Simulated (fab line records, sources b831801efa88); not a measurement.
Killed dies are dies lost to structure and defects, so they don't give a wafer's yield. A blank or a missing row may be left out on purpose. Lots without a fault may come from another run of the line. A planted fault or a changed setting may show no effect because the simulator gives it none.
Which tool did it? | flow sky130 | 14 lots, 42 wafers sampled, at 1 step of a route of 708

WHAT THE GAUGES READ, wafer by wafer
SKY_CONTACT_THK_MEAS_26: measures by xrf.
lot  | measured     | on            | CONTACT_W_THK (nm)
L825 | day 32 00:14 | film_metro-04 | 339 339 338
L826 | day 32 06:36 | film_metro-04 | 345 342 345
L827 | day 32 14:31 | film_metro-02 | 337 343 334
L829 | day 33 00:46 | film_metro-04 | 344 346 343
L828 | day 33 03:10 | film_metro-03 | 339 343 349
L831 | day 33 11:23 | film_metro-02 | 328 341 334
L830 | day 33 11:31 | film_metro-04 | 343 347 347
L832 | day 34 00:26 | film_metro-03 | 337 338 340
L833 | day 34 03:35 | film_metro-04 | 348 337 343
L834 | day 34 13:34 | film_metro-03 | 333 338 334
L835 | day 35 06:49 | film_metro-02 | 342 340 340
L837 | day 35 18:32 | film_metro-02 | 334 341 336
L839 | day 36 09:43 | film_metro-02 | 342 345 342
L841 | day 37 00:47 | film_metro-03 | 338 335 334

WHICH TOOL RAN EACH LOT (tool, then ch and the chambers of the sampled wafers, then the start)
The record holds no process step before these readings.

WHAT THE TOOLS THEMSELVES READ (means of the sampled wafers that have a number; where no wafer has one, the mark that the record gives instead)
The record holds no such reading with a usual standard deviation.

THE ANSWER, worked out from the rows above alone
Rule: what is usual is taken from the lots themselves. Put in order of their means at a reading, lots are off if they are a third of the lots or fewer, leave a main group of 4 or more, and stand apart from it by a gap of 3 or more times the standard deviation of the main group's means; of several such gaps the widest counts. A main group whose means are all the same, to the digits that the tables above print for the reading, isn't used. A lot without any number at a reading at which 4 lots or more have one is off too. The other lots that the step has rows for count as sound. The gauges are gone through in route order, then the tools' own readings, and for those a lot's mean is taken as printed above. The first step at which some lot is off is used, and at that step the reading that is off furthest; a lot without a number counts as furthest.
No lot is off at any reading shown: from this, nothing can be told.

WHAT THE SIMULATOR HAD PUT IN
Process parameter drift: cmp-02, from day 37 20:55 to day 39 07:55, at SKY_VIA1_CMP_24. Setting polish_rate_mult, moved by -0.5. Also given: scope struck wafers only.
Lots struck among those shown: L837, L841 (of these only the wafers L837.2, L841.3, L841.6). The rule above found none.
